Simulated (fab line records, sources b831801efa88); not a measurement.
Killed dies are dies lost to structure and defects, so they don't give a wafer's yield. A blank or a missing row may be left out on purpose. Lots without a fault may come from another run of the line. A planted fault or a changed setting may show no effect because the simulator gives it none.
Chamber matching | flow gf180mcu | GF_POLY_GATE_ETCH_13 on rie_si-01: 4 sister chambers
The step etches poly-Si in HBr/Cl2, stops on SiO2, target depth 198.5 nm, time 69.6 s. 4 wafers are shown with their chamber, then 7 later ones without.

WAFERS WITH THEIR CHAMBER
wafer  | chamber | oes_product_au (a.u.)
L178.6 | 3       | 0.994
L182.2 | 2       | 1.002
L183.4 | 1       | 1.004
L183.5 | 0       | 0.996

WAFERS WITHOUT THEIR CHAMBER
wafer  | oes_product_au (a.u.)
L183.6 | 0.998
L184.4 | 0.987
L184.5 | 0.987
L184.6 | 0.992
L189.2 | 1.005
L189.3 | 1.005
L189.5 | 1.007

WHICH CHAMBER EACH WENT THROUGH
wafer  | from the rows above               | in truth
L183.6 | can't be placed: 0 or 2 or 3 or 1 | 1
L184.4 | can't be placed: 3 or 0 or 2      | 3
L184.5 | can't be placed: 3 or 0 or 2      | 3
L184.6 | can't be placed: 3 or 0 or 2      | 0
L189.2 | can't be placed: 1 or 2 or 0      | 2
L189.3 | can't be placed: 1 or 2 or 0      | 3
L189.5 | can't be placed: 1 or 2 or 0      | 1
Placed correctly: 0 of 7. Can't be placed from these rows: 7 (the true chamber is among the candidates in 6). Placed wrongly: 0.
How it was worked out, from the rows above alone: a wafer's distance from a chamber is the root of the sum, over the readings, of the square of ((its reading less the chamber's mean) divided by the reading's scatter). The wafer belongs to the nearest chamber; if the next one is less than 2 further off, it can't be placed. A chamber's mean is the mean of its shown wafers. The scatter: with one shown wafer a chamber, the root of the mean of the squares of how far each hidden wafer lies from its nearest shown one.
